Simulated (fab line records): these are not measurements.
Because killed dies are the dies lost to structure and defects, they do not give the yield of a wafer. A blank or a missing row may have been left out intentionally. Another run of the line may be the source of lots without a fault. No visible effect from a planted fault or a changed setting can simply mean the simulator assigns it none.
What tool caused it? -- flow sky130 -- 6 lots with 18 wafers sampled at 3 steps, on a route of 708 steps

== WHAT THE GAUGES READ, wafer by wafer ==
SKY_NWELL_RS_MEAS_29: measurement is done with a four-point probe.
lot,measured,on,NWELL_RS (ohm/sq)
L789,day 5 13:47,film_metro-04,625.5 625.0 626.4
L792,day 6 10:16,film_metro-04,623.8 624.1 623.8
L801,day 8 16:48,film_metro-01,646.9 647.4 649.0
L803,day 9 01:00,film_metro-04,627.3 624.4 627.5
L805,day 9 14:16,film_metro-01,625.9 625.4 624.8
L808,day 10 14:21,film_metro-04,622.9 624.3 623.1

== TOOL THAT RAN EACH LOT (tool first, then ch and the chambers of the sampled wafers, then the start) ==
lot,SKY_NWELL_IMPLANT_11,SKY_NWELL_RTA_28
L789,"implanter-03 ch 0, day 4 18:59","rtp_anneal-01 ch 0, day 5 13:41"
L792,"implanter-03 ch 0, day 5 14:23","rtp_anneal-02 ch 0, day 6 10:10"
L801,"implanter-02 ch 0, day 7 18:59","rtp_anneal-02 ch 0, day 8 16:41"
L803,"implanter-03 ch 0, day 8 02:55","rtp_anneal-01 ch 0, day 9 00:53"
L805,"implanter-04 ch 0, day 8 15:46","rtp_anneal-01 ch 0, day 9 14:10"
L808,"implanter-03 ch 0, day 9 15:40","rtp_anneal-01 ch 0, day 10 14:14"
- SKY_NWELL_IMPLANT_11
- SKY_NWELL_RTA_28: time 30 s.

== THE ANSWER, worked out from the rows above alone ==
Rule: usual is defined by the lots themselves. The widest of any qualifying gaps counts: lots, ordered by their means at a reading, are off when they make up no more than a third of the lots, leave a main group of 4 or more, and stand apart from it by 3 or more times the standard deviation of that group's means. A main group is skipped when, at the precision printed for the reading in the tables above, its means are all equal. Also off: a lot with no number at a reading for which 4 or more lots have one. All remaining lots with rows at the step are treated as sound.
Off: L801, at SKY_NWELL_RS_MEAS_29 (NWELL_RS). The main group has a mean of 624.9 ohm/sq with a standard deviation of 1.1.
If a tool, at a process step before that reading, ran all the lots that are off and no sound lot after the first of them, it fits. The gauges at SKY_NWELL_RS_MEAS_29 are tried like those tools. This does not decide it: 2 tools fit, namely implanter-02 at SKY_NWELL_IMPLANT_11 and rtp_anneal-02 at SKY_NWELL_RTA_28.

== WHAT THE SIMULATOR HAD PUT IN ==
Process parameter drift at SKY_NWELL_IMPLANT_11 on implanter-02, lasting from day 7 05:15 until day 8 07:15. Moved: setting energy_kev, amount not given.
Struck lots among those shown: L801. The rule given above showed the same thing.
